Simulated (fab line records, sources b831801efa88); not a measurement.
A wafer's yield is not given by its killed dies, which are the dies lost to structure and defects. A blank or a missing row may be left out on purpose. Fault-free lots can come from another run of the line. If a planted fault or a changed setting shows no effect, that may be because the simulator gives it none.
2 desks, one fault    flow sky130    what lay behind the numbers comes last; until then each desk has only its own

## FROM THE METROLOGY DESK
What the gauges read for every lot (on any tool): the sampled wafers with a number, averaged. If a lot's mean is further than 4 standard deviations from the usual mean, the lot is out of limits and carries the mark OUT (the distance appears in the brackets).
Columns: A = METAL1_ALCU_THK at SKY_METAL1_THK_MEAS_06, usual 250.8 nm; B = cd_nm at SKY_METAL1_CD_MEAS_15, usual 140.0 nm; C = METAL1_OVL at SKY_METAL1_OVL_MEAS_16, usual -2 nm
lot   first seen here  A      B      C
L665  day 31 20:46     251.4  138.2  -4
L668  day 32 23:24     252.6  139.9  -4
L675  day 35 01:48     250.2  139.7  -0
L677  day 35 15:38     250.9  138.4  -6
L685  day 38 00:24     249.7  141.7  -2
L688  day 39 02:28     250.7  141.9  -1
This desk found nothing out of limits on any of the 6 lots.

## DESK OF THE TOOL OWNER: rie_metal-01
The tool's own readings at SKY_METAL1_ETCH_18 (etches BARC in N2/H2, stops on SiO2, time 45.9 s, target depth 60 nm): means of the sampled wafers that have a number, for each lot that ran on this tool. If a lot's mean is further than 4 standard deviations from the usual mean, the lot is out of limits and carries the mark OUT (the distance appears in the brackets).
Columns: A = drypump_motor_current_A at SKY_METAL1_ETCH_18, usual 5.5 A; B = oes_product_au at SKY_METAL1_ETCH_18, usual 0.856 a.u.; C = throttle_valve_pct at SKY_METAL1_ETCH_18, usual 13.226 %
lot   first seen here  A    B      C
L665  day 32 23:32     5.4  0.854  13.225
L668  day 34 02:43     5.3  0.854  13.221
L675  day 36 03:26     5.2  0.846  13.222
L677  day 36 17:50     5.3  0.847  13.229
This desk found nothing out of limits on any of the 4 lots.

## TAKEN TOGETHER
From the metrology desk's view, nothing was out of limits.
Nothing out of limits was seen by the tool owner's desk.

## WHAT HAD BEEN PUT IN BY THE SIMULATOR
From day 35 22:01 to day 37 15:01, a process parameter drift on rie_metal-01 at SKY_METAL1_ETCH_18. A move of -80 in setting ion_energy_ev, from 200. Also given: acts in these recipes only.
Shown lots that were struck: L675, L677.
